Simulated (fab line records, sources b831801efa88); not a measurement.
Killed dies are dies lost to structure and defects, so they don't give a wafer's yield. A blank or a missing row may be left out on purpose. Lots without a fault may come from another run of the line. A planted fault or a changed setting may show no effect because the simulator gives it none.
fab line records | flow sky130
record lots=13 wafers=37 last_day=49
route steps=708 shown NWELL@81 VT_ADJUST_PCH@150 SPACER@306 SD_P@326 PAD_OPEN@708
lots that met no fault: from a run of the same line without faults
start_h: hours from the record's first day to the start of the lot's first wafer shown | wait_h: hours since the lot's step before | " the same as in the row above | L1.1+2: a row that stands for several wafers | - no value, or no start given | * or withheld: withheld | < > ~ a bound
route shown NAME@n: a module of which the file shows steps, and the number in the route of the first | usual: mean/standard deviation of fault-free wafers | same: alike in all rows | chamber/n: place in a boat | sites: the reading at each site | _std_site: their standard deviation | _edge_site: outer sites' mean less inner sites' | radius_mm: how far each site lies from the wafer's centre | mask NAME#n: copy n | behind: the tool/chamber that last shaped the wafer | hold: why the lot was held/for how many hours/how that ended | device: the transistor (n, p or np) that didn't switch | end of line: the same wafers' tests at the end of the route | a step without rows: its recipe alone | killed: dies lost to structure and defects at the first sort, not the wafer's yield | map: a wafer's dies, x killed, . not, _ none there
set.NAME: the setting as run; set.NAME@STEP: as run at that earlier step | model.NAME: the simulator's own value behind a step, which no gauge read
steps of the route over a sample of lots; a table a step, a row a wafer
services: from which hour (start_h, from the record's first day; less than 0 if before it) a tool's chamber was out of use, for how many hours, and why
## steps
# step SKY_NWELL_RTA_28
# recipe temp_c=1050 time_s=30 idle_temp_c=650 ramp_up_c_per_s=150 ramp_down_c_per_s=90 ambient=N2
# usual lamp_power_pct=25.31/0.051 ramp_down_c_per_s=90.000/0.015 wafer_temp_C_max=1055.0/0.92
# columns lot.wafer tool chamber start_h wait_h lamp_power_pct ramp_down_c_per_s wafer_temp_C_max
L720.2 rtp_anneal-02 0 99.04 0.0 25.30 90.011 1054.5
L720.3 " 0 " " 25.23 90.009 1054.4
L720.6 " 0 " " 25.38 90.016 1054.5
L722.3 rtp_anneal-02 0 114.02 0.0 25.21 89.990 1055.7
L722.4 " 0 " " 25.34 89.991 1055.0
L722.5 " 0 " " 25.31 90.000 1053.6
L723.1 rtp_anneal-01 0 119.82 0.0 25.21 90.007 1054.1
L723.3 " 0 " " 25.33 90.001 1054.3
L723.6 " 0 " " 25.33 90.011 1055.0
L724.1 rtp_anneal-01 0 125.85 0.0 25.27 89.988 1055.9
L724.4 " 0 " " 25.28 89.996 1054.9
L724.6 " 0 " " 25.30 90.021 1054.4
L725.1 rtp_anneal-02 0 130.56 0.0 25.39 89.997 1055.6
L725.2 " 0 " " 25.32 89.997 1056.1
L725.3 " 0 " " 25.23 90.017 1055.8
L726.1 rtp_anneal-02 0 147.03 0.0 25.25 89.995 1054.9
L726.3 " 0 " " 25.37 90.008 1053.9
L726.6 " 0 " " 25.24 90.014 1055.8
L727.1 rtp_anneal-02 0 161.87 0.0 25.19 89.989 1053.7
L727.3 " 0 " " 25.24 90.004 1055.1
L727.5 " 0 " " 25.30 89.988 1054.4
L728.3 rtp_anneal-01 0 170.21 0.0 25.29 89.974 1054.1
L728.4 " 0 " " 25.31 90.020 1056.6
L728.5 " 0 " " 25.33 89.969 1053.9
L730.1 rtp_anneal-02 0 172.70 0.0 25.35 90.020 1054.5
L730.2 " 0 " " 25.38 90.009 1055.6
L730.6 " 0 " " 25.36 90.030 1054.3
L733.2 rtp_anneal-01 0 191.82 0.0 25.35 89.994 1055.5
L733.5 " 0 " " 25.34 90.005 1054.0
L733.6 " 0 " " 25.30 89.976 1053.0
L736.2 rtp_anneal-02 0 203.68 0.0 25.25 90.005 1053.9
L736.4 " 0 " " 25.32 89.988 1054.1
L736.6 " 0 " " 25.26 90.024 1055.5
L738.3 rtp_anneal-01 0 217.04 0.0 25.38 90.023 1054.7
L738.5 " 0 " " 25.37 89.972 1054.9
L739.2 rtp_anneal-02 0 217.68 0.0 25.23 90.018 1053.8
L739.6 " 0 " " 25.29 89.993 1055.2
# step SKY_VT_ADJUST_PCH_OVL_MEAS_07
# usual VT_ADJUST_PCH_OVL=0.7/1.4
# columns lot.wafer tool chamber start_h wait_h VT_ADJUST_PCH_OVL[nm]
L720.2 overlay-01 - 218.05 - 2.0
L720.3 " - " " 0.9
L720.6 " - " " 2.1
L722.3 overlay-01 - 235.69 - 3.0
L722.4 " - " " 2.6
L722.5 " - " " 2.4
L723.1 overlay-02 - 241.43 - -0.6
L723.3 " - " " -0.2
L723.6 " - " " -1.3
L724.1 overlay-01 - 249.34 - 2.0
L724.4 " - " " 0.2
L724.6 " - " " 1.6
L725.1 overlay-01 - 255.37 - 2.1
L725.2 " - " " 1.3
L725.3 " - " " 2.6
L726.1 overlay-02 - 277.93 - 2.1
L726.3 " - " " 0.7
L726.6 " - " " 0.8
L727.1 overlay-02 - 316.21 - 0.9
L727.3 " - " " -1.3
L727.5 " - " " 0.3
L728.3 overlay-02 - 317.85 - -1.5
L728.4 " - " " -1.2
L728.5 " - " " -0.5
L730.1 overlay-02 - 318.16 - -0.2
L730.2 " - " " 0.1
L730.6 " - " " 1.4
L733.2 overlay-01 - 338.48 - 0.4
L733.5 " - " " 2.9
L733.6 " - " " 2.0
L736.2 overlay-02 - 351.55 - 1.8
L736.4 " - " " 1.9
L736.6 " - " " 3.9
L738.3 overlay-02 - 366.61 - -1.5
L738.5 " - " " -1.2
L739.2 overlay-02 - 368.51 - 0.2
L739.6 " - " " -0.4
# step SKY_SPACER_ETCHBACK_02
# recipe chemistry=CH3F/O2 target=Si3N4 stop_on=SiO2 source_w=400 bias_w=80 pressure_mtorr=25 ch3f_flow_sccm=40 O2_flow_sccm=30 time_s=46.7 target_depth_a=450
# usual chamber_pressure_mTorr=25.001/0.02 drypump_motor_current_A=5.6/0.54 oes_product_au=0.851/0.0059 throttle_valve_pct=10.562/0.0093
# columns lot.wafer tool chamber start_h wait_h chamber_pressure_mTorr drypump_motor_current_A oes_product_au rf_hours_counter_h throttle_valve_pct
L722.3 rie_diel-04 1 542.38 0.0 25.007 5.6 0.848 13 10.581
L722.4 " 0 " " 25.014 5.7 0.843 7 10.566
L722.5 " 2 " " 24.982 5.6 0.845 - 10.558
L720.2 rie_diel-02 3 543.59 0.0 25.016 5.1 0.850 79 10.576
L720.3 " 0 " " 25.015 5.6 0.844 20 10.574
L720.6 " 0 " " 25.003 5.6 0.837 - 10.557
L725.1 rie_diel-01 2 571.75 0.1 25.032 6.5 0.848 8 10.560
L725.2 " 3 " " 25.027 4.8 0.844 47 10.560
L725.3 " 0 " " 25.015 6.5 0.856 11 10.563
L723.1 rie_diel-01 1 572.96 0.1 24.965 5.4 0.850 10 10.569
L723.3 " 0 " " 25.005 6.5 0.850 11 10.554
L723.6 " 3 " " 25.008 4.7 0.852 - 10.575
L724.1 rie_diel-02 0 572.96 0.1 24.990 5.6 0.857 20 10.563
L724.4 " 0 " " 25.015 5.6 0.853 - 10.559
L724.6 " 1 " " 24.994 5.7 0.843 - 10.570
L727.1 rie_diel-01 2 604.91 0.1 25.028 6.5 0.844 9 10.564
L727.3 " 0 " " 24.985 6.5 0.854 12 10.573
L727.5 " 0 " " 24.996 6.5 0.862 - 10.570
L726.1 rie_diel-02 0 606.31 0.1 25.019 5.6 0.846 21 10.572
L726.3 " 1 " " 24.994 5.7 0.843 14 10.560
L726.6 " 0 " " 24.988 5.6 0.840 - 10.568
L728.3 rie_diel-02 3 629.14 0.0 25.014 5.1 0.849 0 10.567
L728.4 " 2 " " 24.989 5.2 0.853 1 10.565
L728.5 " 1 " " 25.004 5.7 0.864 - 10.570
L730.1 rie_diel-01 1 632.62 0.1 24.976 5.4 0.855 11 10.569
L730.2 " 0 " " 24.970 6.5 0.855 12 10.562
L730.6 " 1 " " 25.014 5.4 0.853 - 10.548
L733.2 rie_diel-04 1 659.35 0.0 25.047 5.6 0.845 15 10.559
L733.5 " 3 " " 24.986 5.9 0.855 - 10.583
L733.6 " 2 " " 25.014 5.5 0.843 - 10.547
L736.2 rie_diel-02 3 672.02 0.0 24.990 5.2 0.856 1 10.556
L736.4 " 3 " " 24.979 5.1 0.854 - 10.548
L736.6 " 0 " " 25.046 5.6 0.859 - 10.571
L738.3 rie_diel-04 2 683.91 0.0 24.997 5.6 0.848 7 10.569
L738.5 " 2 " " 25.005 5.5 0.854 - 10.550
L739.2 rie_diel-01 2 686.47 0.0 24.972 6.5 0.856 11 10.554
L739.6 " 2 " " 25.025 6.5 0.852 - 10.582
# step SKY_SD_P_DEVELOP_06
# recipe resist=NOVOLAK developer=TMAH develop_time_s=60 dev_temp_c=23
# columns lot.wafer tool chamber start_h wait_h
L722.3+4+5 litho_track-02 0 600.59 0.1
L720.2+3+6 litho_track-01 0 602.09 0.1
L725.1+2+3 litho_track-01 0 629.42 0.1
L723.1+3+6 litho_track-02 0 629.89 0.1
L724.1+4+6 litho_track-02 0 630.49 0.1
L727.1+3+5 litho_track-01 0 662.42 0.1
L726.1+3+6 litho_track-02 0 663.74 0.1
L728.3+4+5 litho_track-02 0 685.54 0.1
L730.1+2+6 litho_track-03 0 690.18 0.1
L733.2+5+6 litho_track-01 0 715.74 0.1
L736.2+4+6 litho_track-03 0 728.45 0.1
L738.3+5 litho_track-02 0 738.84 0.1
L739.2+6 litho_track-02 0 741.87 0.1
# step SKY_SD_P_TW_MEAS_11
# usual SD_P_TW=2809/28
# columns lot.wafer tool chamber start_h wait_h SD_P_TW
L722.3 film_metro-02 - 601.12 0.1 2811
L722.4 " - " " 2818
L722.5 " - " " 2814
L720.2 film_metro-04 - 602.63 0.1 2832
L720.3 " - " " 2825
L720.6 " - " " 2829
L725.1 film_metro-04 - 629.97 0.1 2837
L725.2 " - " " 2839
L725.3 " - " " 2845
L723.1 film_metro-04 - 630.45 0.1 2834
L723.3 " - " " 2848
L723.6 " - " " 2830
L724.1 film_metro-01 - 631.08 0.1 2784
L724.4 " - " " 2775
L724.6 " - " " 2778
L727.1 film_metro-01 - 663.08 0.1 2766
L727.3 " - " " 2769
L727.5 " - " " 2766
L726.1 film_metro-02 - 664.30 0.1 2807
L726.3 " - " " 2809
L726.6 " - " " 2818
L728.3 film_metro-02 - 686.07 0.1 2807
L728.4 " - " " 2816
L728.5 " - " " 2817
L730.1 film_metro-04 - 690.73 0.1 2829
L730.2 " - " " 2841
L730.6 " - " " 2841
L733.2 film_metro-04 - 716.28 0.1 2836
L733.5 " - " " 2847
L733.6 " - " " 2850
L736.2 film_metro-02 - 728.99 0.1 2800
L736.4 " - " " 2802
L736.6 " - " " 2808
L738.3 film_metro-01 - 739.37 0.1 29
L738.5 " - " " 2752
L739.2 film_metro-01 - 742.41 0.1 29
L739.6 " - " " 2759
# step SKY_PAD_OPEN_PROBE_99
# usual killed_at_M0_to_M3=44/7.7 killed_at_M4_up=3.0/1.9 killed_at_contacts=25/5.6 killed_at_front_end=15/4.6 killed_at_other=0.3/0.47 killed_dies=86/9.9 killed_open=47/7.4 killed_short=39/5.9
# same gross_dies=492 killed_at_back_side=0
# columns lot.wafer tool chamber start_h wait_h killed_at_M0_to_M3 killed_at_M4_up killed_at_contacts killed_at_front_end killed_at_other killed_dies killed_open killed_short
L738.3 prober-02 - 1179.82 0.2 41 1 24 426 0 492 54 30
L738.5 prober-02 - 1179.92 0.2 49 4 32 11 0 96 53 43
# killed by level:class
L738.3 SD_P:area_develop=408 VIA3:geometric_particle:open=11 CONTACT:geometric_particle:open=9 LI_CONTACT:geometric_particle:open=7 POLY_GATE:geometric_particle:open=5 VIA2:geometric_particle:open=5 CONTACT:geometric_particle:short=5 VIA1:geometric_particle:short=5
L738.5 VIA3:geometric_particle:open=10 CONTACT:geometric_particle:open=10 VIA2:geometric_particle:open=9 LI_CONTACT:geometric_particle:open=8 VIA1:geometric_particle:open=8 CONTACT:geometric_particle:short=6 METAL2:geometric_particle:short=6 METAL1:geometric_particle:short=5
## services
# columns tool chamber start_h hours kind
rie_diel-01 2 87.33 12.6 repair
rie_diel-01 0 113.78 6.2 repair
rie_diel-01 2 125.99 15.4 repair
rie_diel-01 2 230.25 7.3 repair
rie_diel-01 2 248.64 36.6 repair
rie_diel-01 - 261.96 1.7 repair
rtp_anneal-02 - 312.78 2.9 pm
rie_diel-02 - 317.64 0.6 repair
rie_diel-01 2 358.77 8.0 repair
rie_diel-01 0 361.66 11.4 repair
rie_diel-02 1 381.18 16.0 repair
rie_diel-02 - 385.56 0.8 repair
rie_diel-02 3 412.48 16.7 repair
rie_diel-02 - 438.41 14.6 pm
rie_diel-01 1 490.64 7.8 repair
rie_diel-01 1 505.39 4.0 repair
rie_diel-01 0 507.82 5.5 repair
rie_diel-02 2 518.60 9.4 repair
rie_diel-01 1 579.62 9.4 repair
rtp_anneal-01 - 586.24 5.1 pm
rie_diel-02 1 669.32 3.1 repair
rie_diel-02 2 690.47 8.0 repair
rie_diel-02 - 727.50 2.8 pm
rie_diel-02 - 732.92 0.5 repair
## key
first_sign step=SKY_SD_P_TW_MEAS_11 reading=SD_P_TW direction=down sigmas=99 usual=2809 struck=29
effect step=SKY_PAD_OPEN_PROBE_99 reading=killed_at_front_end direction=up sigmas=90 usual=15 struck=426
more_kills_born_at SKY_SD_P_DEVELOP_06@litho_track-02=408
met_at SKY_SD_P_DEVELOP_06
struck_lots L738,L739
struck_wafers L738.3,L739.2
sort_left_out L739.2
tester_left_out L738,L739
not_acting_at SKY_NWELL_RTA_28,SKY_VT_ADJUST_PCH_OVL_MEAS_07,SKY_SPACER_ETCHBACK_02
onset_between 685.54 738.84
fault kind=process_parameter_drift tool=litho_track-02 chamber=- onset_h=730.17 steps=SKY_SD_P_DEVELOP_06 channel=develop_time_s offset=* shape=step end_h=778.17 scope=struck_wafers_only acts_in=* stated=*
# tester_left_out: of these lots the tester's yield and bins aren't shown, on N5 and GAA mostly nor the transistor test; their killed dies are dies lost to structure and defects alone, not to doping, threshold or leakage, so they don't give the yield
# sort_left_out: the simulated sort isn't trusted on such a fault, so these wafers' sort isn't shown, and their yield isn't known
